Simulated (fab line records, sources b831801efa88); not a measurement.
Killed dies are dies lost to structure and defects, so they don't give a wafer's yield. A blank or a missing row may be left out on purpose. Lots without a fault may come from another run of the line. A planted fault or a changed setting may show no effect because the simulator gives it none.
fab line records | flow sfq_line
record lots=14 wafers=42 last_day=86
route steps=325 shown M3@120 I4@164
lots that met no fault: from a run of the same line without faults
start_h: hours from the record's first day to the start of the lot's first wafer shown | wait_h: hours since the lot's step before | " the same as in the row above | L1.1+2: a row that stands for several wafers | - no value, or no start given | * or withheld: withheld | < > ~ a bound
route shown NAME@n: a module of which the file shows steps, and the number in the route of the first | usual: mean/standard deviation of fault-free wafers | same: alike in all rows | chamber/n: place in a boat | sites: the reading at each site | _std_site: their standard deviation | _edge_site: outer sites' mean less inner sites' | radius_mm: how far each site lies from the wafer's centre | mask NAME#n: copy n | behind: the tool/chamber that last shaped the wafer | hold: why the lot was held/for how many hours/how that ended | device: the transistor (n, p or np) that didn't switch | end of line: the same wafers' tests at the end of the route | a step without rows: its recipe alone | killed: dies lost to structure and defects at the first sort, not the wafer's yield | map: a wafer's dies, x killed, . not, _ none there
set.NAME: the setting as run; set.NAME@STEP: as run at that earlier step | model.NAME: the simulator's own value behind a step, which no gauge read
steps of the route over a sample of lots; a table a step, a row a wafer
services: from which hour (start_h, from the record's first day; less than 0 if before it) a tool's chamber was out of use, for how many hours, and why
## steps
# step SFQ_M3_RS_MEAS_919
# recipe thk_meas_gauge=four-point-probe reads=Nb_of_TRILAYER_M3_DEP_SPUTTER_073
# usual M3_NB_RS=0.869/0.0087
# columns lot.wafer tool chamber start_h wait_h M3_NB_RS[ohm/sq]
L641.2 film_metro-01 - 473.44 0.1 0.874
L641.4 " - " " 0.865
L641.5 " - " " 0.872
L642.3 film_metro-02 - 479.46 0.1 0.887
L642.4 " - " " 0.879
L642.6 " - " " 0.875
L645.2 film_metro-01 - 698.48 0.1 0.857
L645.3 " - " " 0.850
L645.4 " - " " 0.857
L647.1 film_metro-02 - 725.36 0.0 0.872
L647.2 " - " " 0.879
L647.6 " - " " 0.882
L648.1 film_metro-03 - 734.24 0.0 0.866
L648.4 " - " " 0.859
L648.6 " - " " 0.858
L649.1 film_metro-03 - 894.65 0.0 0.878
L649.3 " - " " 0.880
L649.4 " - " " 0.875
L651.1 film_metro-03 - 908.65 0.0 0.879
L651.5 " - " " 0.878
L651.6 " - " " 0.874
L652.1 film_metro-01 - 919.45 0.0 0.861
L652.3 " - " " 0.861
L652.6 " - " " 0.864
L655.2 film_metro-03 - 968.85 0.1 0.890
L655.4 " - " " 0.885
L655.5 " - " " 0.888
L657.4 film_metro-03 - 981.73 0.1 0.864
L657.5 " - " " 0.865
L657.6 " - " " 0.855
L658.1 film_metro-01 - 986.47 0.0 0.879
L658.3 " - " " 0.866
L658.4 " - " " 0.875
L660.2 film_metro-03 - 1105.22 0.1 0.869
L660.5 " - " " 0.865
L660.6 " - " " 0.878
L662.1 film_metro-02 - 1111.20 0.0 0.873
L662.3 " - " " 0.867
L662.4 " - " " 0.867
L663.3 film_metro-02 - 1113.65 0.1 0.862
L663.5 " - " " 0.859
L663.6 " - " " 0.857
# step SFQ_TRILAYER_I4_CMP_CMP_100
# recipe material=SiO2 down_force_psi=3 platen_rpm=60 pad_velocity_m_s=0.94248
# usual edge_zone_pressure_frac=1.000/0.0046 head_pressure_psi=3.000/0.0063 motor_current_A=10.4/1.1 slurry_filter_dp_kPa=13.48/0.14 time_to_endpoint_s=214/5.6
# columns lot.wafer tool chamber start_h wait_h edge_zone_pressure_frac head_pressure_psi motor_current_A slurry_filter_dp_kPa time_to_endpoint_s
L641.4 cmp-01 0 926.64 0.0 1.008 2.997 10.7 13.42 224
L641.2 " 1 " " 0.995 3.002 10.2 13.45 213
L641.5 " 0 928.64 2.0 1.011 3.005 10.6 13.66 224
L642.4 cmp-02 2 946.57 5.5 1.009 3.000 10.6 13.57 226
L642.3 " 3 " " 1.002 3.006 12.5 13.38 213
L642.6 " 1 948.07 7.0 0.997 3.007 11.3 13.58 223
L645.2 cmp-01 1 1012.03 6.4 1.003 3.003 10.2 13.71 220
L645.4 " 3 1013.03 7.4 0.995 3.000 10.6 13.45 213
L645.3 " 0 " " 1.002 3.001 10.9 13.30 217
L647.2 cmp-02 1 1035.25 8.5 1.006 3.002 11.2 13.58 214
L647.1 " 3 1036.25 9.5 1.004 3.003 12.2 13.34 212
L647.6 " 1 1037.25 10.5 1.009 2.991 11.1 13.29 215
L648.1 cmp-01 0 1045.03 8.7 0.995 2.992 11.3 13.29 211
L648.4 " 3 1046.53 10.2 0.999 3.004 10.2 13.56 220
L648.6 " 0 " " 1.001 3.001 10.8 13.56 217
L649.4 cmp-02 2 1071.50 9.5 1.006 3.004 10.4 13.54 229
L649.3 " 0 1072.50 10.6 0.993 2.993 9.8 13.32 212
L649.1 " 1 " " 1.004 2.999 11.3 13.58 218
L651.1 cmp-02 3 1102.50 14.6 0.993 3.002 12.1 13.48 217
L651.6 " 1 1103.50 15.5 1.000 3.001 11.4 13.69 214
L651.5 " 2 " " 0.996 3.012 10.7 13.19 215
L652.3 cmp-01 3 1106.53 12.6 1.005 3.003 10.5 13.37 207
L652.1 " 0 " " 0.996 2.996 11.1 13.77 211
L652.6 " 2 1108.03 14.1 1.000 3.011 8.2 13.40 211
L655.2 cmp-02 0 1159.69 5.5 0.998 3.003 10.0 13.46 208
L655.4 " 1 " " 1.002 2.999 11.2 13.46 212
L655.5 " 3 1161.19 7.0 1.004 3.006 11.8 13.62 214
L657.4 cmp-01 0 1169.99 6.5 - - - - -
L657.6 " 0 1171.99 8.5 - - - - -
L657.5 " 1 " " - - - - -
L658.3 cmp-02 2 1174.19 8.4 - - - - -
L658.4 " 3 " " - - - - -
L658.1 " 0 " " - - - - -
L660.2 cmp-02 1 1184.19 11.9 1.003 2.996 11.0 13.75 223
L660.6 " 3 1185.19 12.9 1.000 2.994 12.0 13.43 216
L660.5 " 0 " " 1.002 3.016 9.4 13.28 218
L662.1 cmp-01 3 1190.99 10.3 0.990 2.994 9.8 13.62 213
L662.3 " 0 " " 1.007 2.991 10.7 13.62 214
L662.4 " 2 1192.49 11.8 0.994 3.010 8.3 13.44 217
L663.3 cmp-01 1 1197.99 12.5 1.004 2.993 9.7 13.42 209
L663.5 " 3 1198.99 13.5 1.002 2.993 10.5 13.29 210
L663.6 " 0 " " 1.008 3.005 10.7 13.45 212
# step SFQ_TRILAYER_I4_METRO_MEASURE_101
# usual thk_nm=199.5/0.99
# columns lot.wafer tool chamber start_h wait_h thk_nm
L641.2 film_metro-01 - 929.96 0.3 200.4
L641.4 " - " " 200.8
L641.5 " - " " 200.3
L642.3 film_metro-04 - 949.09 0.5 200.3
L642.4 " - " " 200.2
L642.6 " - " " 200.8
L645.2 film_metro-04 - 1015.35 0.3 200.1
L645.3 " - " " 199.2
L645.4 " - " " 200.9
L647.1 film_metro-01 - 1038.37 0.1 200.3
L647.2 " - " " 199.6
L647.6 " - " " 200.3
L648.1 film_metro-01 - 1048.15 0.1 200.2
L648.4 " - " " 200.3
L648.6 " - " " 200.2
L649.1 film_metro-04 - 1074.62 0.1 200.0
L649.3 " - " " 199.7
L649.4 " - " " 199.7
L651.1 film_metro-04 - 1104.62 0.1 198.4
L651.5 " - " " 200.0
L651.6 " - " " 199.3
L652.1 film_metro-04 - 1109.15 0.1 199.4
L652.3 " - " " 199.3
L652.6 " - " " 199.6
L655.2 film_metro-01 - 1162.51 0.3 199.4
L655.4 " - " " 198.8
L655.5 " - " " 198.9
L657.4 film_metro-04 - 1173.71 0.6 508.0
L657.5 " - " " 504.5
L657.6 " - " " 506.2
L658.1 film_metro-01 - 1177.31 0.1 496.5
L658.3 " - " " 502.1
L658.4 " - " " 506.2
L660.2 film_metro-01 - 1186.51 0.3 200.6
L660.5 " - " " 200.6
L660.6 " - " " 201.4
L662.1 film_metro-01 - 1194.11 0.1 198.4
L662.3 " - " " 199.9
L662.4 " - " " 200.2
L663.3 film_metro-02 - 1200.51 0.5 199.0
L663.5 " - " " 197.9
L663.6 " - " " 199.6
# step SFQ_I4_OVL_MEAS_928
# usual I4_OVL=0/5.9
# columns lot.wafer tool chamber start_h wait_h I4_OVL[nm]
L641.2 overlay-02 - 1072.92 0.1 6
L641.4 " - " " 10
L641.5 " - " " 3
L642.3 overlay-02 - 1094.53 0.1 4
L642.4 " - " " 4
L642.6 " - " " -2
L645.2 overlay-02 - 1147.32 0.1 11
L645.3 " - " " 10
L645.4 " - " " 11
L647.1 overlay-01 - 1173.29 0.1 -7
L647.2 " - " " -2
L647.6 " - " " 0
L648.1 overlay-01 - 1184.09 0.1 -5
L648.4 " - " " -3
L648.6 " - " " -4
L649.1 overlay-01 - 1221.39 0.1 1
L649.3 " - " " 1
L649.4 " - " " 8
L651.1 overlay-01 - 1260.29 0.1 2
L651.5 " - " " 0
L651.6 " - " " 1
L652.1 overlay-01 - 1262.69 0.1 -3
L652.3 " - " " 6
L652.6 " - " " 5
L655.2 overlay-01 - 1292.70 0.1 1
L655.4 " - " " -13
L655.5 " - " " -8
L657.4 overlay-01 - 1299.91 0.1 0
L657.5 " - " " -2
L657.6 " - " " 1
L658.1 overlay-01 - 1304.69 0.1 -3
L658.3 " - " " -1
L658.4 " - " " 2
L660.2 overlay-01 - 1314.22 0.1 -11
L660.5 " - " " -7
L660.6 " - " " -14
L662.1 overlay-01 - 1320.22 0.1 1
L662.3 " - " " -6
L662.4 " - " " -14
L663.3 overlay-01 - 1322.63 0.1 1
L663.5 " - " " 2
L663.6 " - " " -7
# step SFQ_TRILAYER_I4_VIA_BARC_OPEN_VIA_ETCH_146
# recipe mask_material=PR chemistry=O2 target_depth_nm=125 target=BARC source_w=500 bias_w=80 pressure_mtorr=30 time_s=41.7
# usual chamber_pressure_mTorr=30.000/0.026 drypump_motor_current_A=6.0/0.35 oes_product_au=0.685/0.0045
# columns lot.wafer tool chamber start_h wait_h chamber_pressure_mTorr drypump_motor_current_A oes_product_au rf_hours_counter_h
L641.2 rie_diel-01 0 1072.95 0.0 29.990 6.7 0.686 4
L641.4 " 2 " " 29.990 5.5 0.685 3
L641.5 " 2 " " 29.985 5.4 0.683 -
L642.3 rie_diel-03 0 1094.55 0.0 29.995 6.1 0.674 12
L642.4 " 2 " " 30.018 5.9 0.685 2
L642.6 " 1 " " 30.049 6.2 0.683 -
L645.2 rie_diel-04 0 1147.35 0.0 29.997 6.2 0.684 5
L645.3 " 2 " " 30.030 6.0 0.682 11
L645.4 " 2 " " 29.989 6.0 0.681 -
L647.1 rie_diel-03 0 1173.33 0.0 29.997 6.0 0.684 13
L647.2 " 3 " " 30.010 6.3 0.683 9
L647.6 " 1 " " 29.969 6.2 0.690 -
L648.1 rie_diel-03 3 1184.13 0.0 29.991 6.3 0.687 9
L648.4 " 0 " " 29.995 6.1 0.688 13
L648.6 " 2 " " 30.017 5.9 0.680 -
L649.1 rie_diel-01 3 1221.42 0.0 30.019 5.8 0.680 10
L649.3 " 0 " " 29.999 6.8 0.684 7
L649.4 " 2 " " 30.030 5.5 0.680 6
L651.1 rie_diel-04 2 1260.33 0.0 30.016 5.9 0.692 13
L651.5 " 3 " " 29.922 5.9 0.681 -
L651.6 " 0 " " 30.006 6.2 0.689 -
L652.1 rie_diel-04 1 1262.73 0.0 30.036 5.4 0.681 11
L652.3 " 2 " " 29.951 5.9 0.680 13
L652.6 " 1 " " 30.009 5.5 0.686 -
L655.2 rie_diel-04 3 1292.73 0.0 29.969 5.9 0.683 14
L655.4 " 1 " " 29.972 5.5 0.692 12
L655.5 " 0 " " 30.026 6.2 0.681 -
L657.4 rie_diel-01 1 1299.93 0.0 30.032 6.3 0.686 15
L657.5 " 1 " " 29.980 6.4 0.684 -
L657.6 " 2 " " 29.981 5.5 0.681 -
L658.1 rie_diel-01 3 1304.73 0.0 30.017 5.8 0.683 12
L658.3 " 0 " " 29.970 6.8 0.678 8
L658.4 " 1 " " 29.995 6.4 0.683 16
L660.2 rie_diel-01 0 1314.25 0.0 29.979 6.7 0.689 9
L660.5 " 2 " " 29.959 5.5 0.688 -
L660.6 " 3 " " 29.999 5.8 0.686 -
L662.1 rie_diel-04 3 1320.25 0.0 30.059 5.8 0.692 15
L662.3 " 0 " " 30.011 6.2 0.689 9
L662.4 " 2 " " 30.007 5.9 0.685 15
L663.3 rie_diel-03 0 1322.65 0.0 30.009 6.1 0.686 16
L663.5 " 3 " " 29.980 6.3 0.695 -
L663.6 " 0 " " 30.057 6.1 0.684 -
# step SFQ_TRILAYER_I4_VIA_ETCH_VIA_ETCH_106
# recipe target=SiO2 stop_on=Nb mask_material=PR taper_deg=20 chemistry=CHF3 target_depth_nm=260 source_w=500 bias_w=80 pressure_mtorr=30 time_s=withheld
# usual chamber_pressure_mTorr=29.999/0.026 drypump_motor_current_A=6.0/0.35 oes_product_au=0.853/0.0054
# columns lot.wafer tool chamber start_h wait_h chamber_pressure_mTorr drypump_motor_current_A oes_product_au
L641.2 rie_diel-01 0 1072.99 0.0 30.024 6.7 0.850
L641.4 " 2 " " 29.992 5.5 0.855
L641.5 " 2 " " 29.997 5.5 0.851
L642.3 rie_diel-03 0 1094.59 0.0 30.035 6.1 0.845
L642.4 " 2 " " 30.037 5.9 0.854
L642.6 " 1 " " 29.971 6.2 0.858
L645.2 rie_diel-04 0 1147.39 0.0 29.992 6.2 0.854
L645.3 " 2 " " 29.982 5.9 0.853
L645.4 " 2 " " 30.033 5.9 0.858
L647.1 rie_diel-03 0 1173.37 0.0 29.953 6.1 0.845
L647.2 " 3 " " 30.013 6.3 0.844
L647.6 " 1 " " 30.009 6.2 0.865
L648.1 rie_diel-03 3 1184.17 0.0 29.977 6.3 0.852
L648.4 " 0 " " 30.019 6.1 0.857
L648.6 " 2 " " 29.991 5.8 0.857
L649.1 rie_diel-01 3 1221.46 0.0 29.985 5.8 0.860
L649.3 " 0 " " 30.005 6.7 0.846
L649.4 " 2 " " 30.004 5.5 0.853
L651.1 rie_diel-04 2 1260.37 0.0 29.998 5.9 0.849
L651.5 " 3 " " 29.997 5.9 0.850
L651.6 " 0 " " 30.031 6.2 0.852
L652.1 rie_diel-04 1 1262.77 0.0 30.036 5.5 0.852
L652.3 " 2 " " 29.986 6.0 0.861
L652.6 " 1 " " 29.963 5.4 0.849
L655.2 rie_diel-04 3 1292.77 0.0 29.973 5.9 0.856
L655.4 " 1 " " 29.970 5.5 0.856
L655.5 " 0 " " 29.996 6.2 0.847
L657.4 rie_diel-01 1 1299.97 0.0 29.985 6.3 1.600
L657.5 " 1 " " 30.054 6.3 1.610
L657.6 " 2 " " 29.964 5.5 1.609
L658.1 rie_diel-01 3 1304.77 0.0 29.967 5.8 1.635
L658.3 " 0 " " 30.022 6.8 1.616
L658.4 " 1 " " 30.033 6.3 1.597
L660.2 rie_diel-01 0 1314.29 0.0 29.988 6.7 0.857
L660.5 " 2 " " 29.982 5.5 0.854
L660.6 " 3 " " 30.020 5.8 0.855
L662.1 rie_diel-04 3 1320.29 0.0 30.029 5.9 0.841
L662.3 " 0 " " 29.940 6.2 0.853
L662.4 " 2 " " 30.058 5.9 0.851
L663.3 rie_diel-03 0 1322.69 0.0 29.971 6.1 0.851
L663.5 " 3 " " 29.985 6.3 0.849
L663.6 " 0 " " 29.980 6.1 0.861
## services
# columns tool chamber start_h hours kind
cmp-02 - 904.29 0.2 repair
rie_diel-03 1 905.81 13.0 repair
cmp-02 - 919.47 4.0 pm
rie_diel-04 0 924.61 8.1 repair
cmp-02 - 930.02 0.6 repair
cmp-01 - 936.62 0.3 repair
rie_diel-01 2 941.91 12.6 repair
rie_diel-03 2 963.08 5.6 repair
rie_diel-03 - 977.91 4.3 pm
rie_diel-04 1 1000.90 16.4 repair
cmp-02 - 1006.23 1.5 repair
cmp-02 - 1010.65 0.4 repair
rie_diel-03 1 1042.56 33.9 repair
rie_diel-03 2 1063.54 9.2 repair
rie_diel-03 - 1068.15 0.5 repair
rie_diel-03 - 1099.29 15.6 pm
rie_diel-03 2 1119.54 2.6 repair
rie_diel-04 1 1145.31 6.7 repair
rie_diel-03 1 1148.49 12.5 repair
rie_diel-01 1 1203.91 7.9 repair
rie_diel-04 2 1249.56 3.2 repair
rie_diel-03 3 1286.65 4.7 repair
rie_diel-01 - 1306.09 0.4 repair
rie_diel-03 - 1315.88 0.8 repair
## key
first_sign step=SFQ_TRILAYER_I4_CMP_CMP_100 reading=tool_record direction=missing
effect step=SFQ_TRILAYER_I4_METRO_MEASURE_101 reading=thk_nm direction=up sigmas=99+ usual=199.5 struck=503.9
effect step=SFQ_TRILAYER_I4_VIA_ETCH_VIA_ETCH_106 reading=oes_product_au direction=up sigmas=99+ usual=0.853 struck=1.611
met_at SFQ_TRILAYER_I4_CMP_CMP_100
struck_lots L657,L658
not_acting_at SFQ_M3_RS_MEAS_919,SFQ_I4_OVL_MEAS_928,SFQ_TRILAYER_I4_VIA_BARC_OPEN_VIA_ETCH_146
onset_between 1159.69 1169.99
fault kind=skipped_step_whole tool=cmp-01,cmp-02 chamber=- onset_h=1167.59 steps=SFQ_TRILAYER_I4_CMP_CMP_100 scope=struck_lots_only
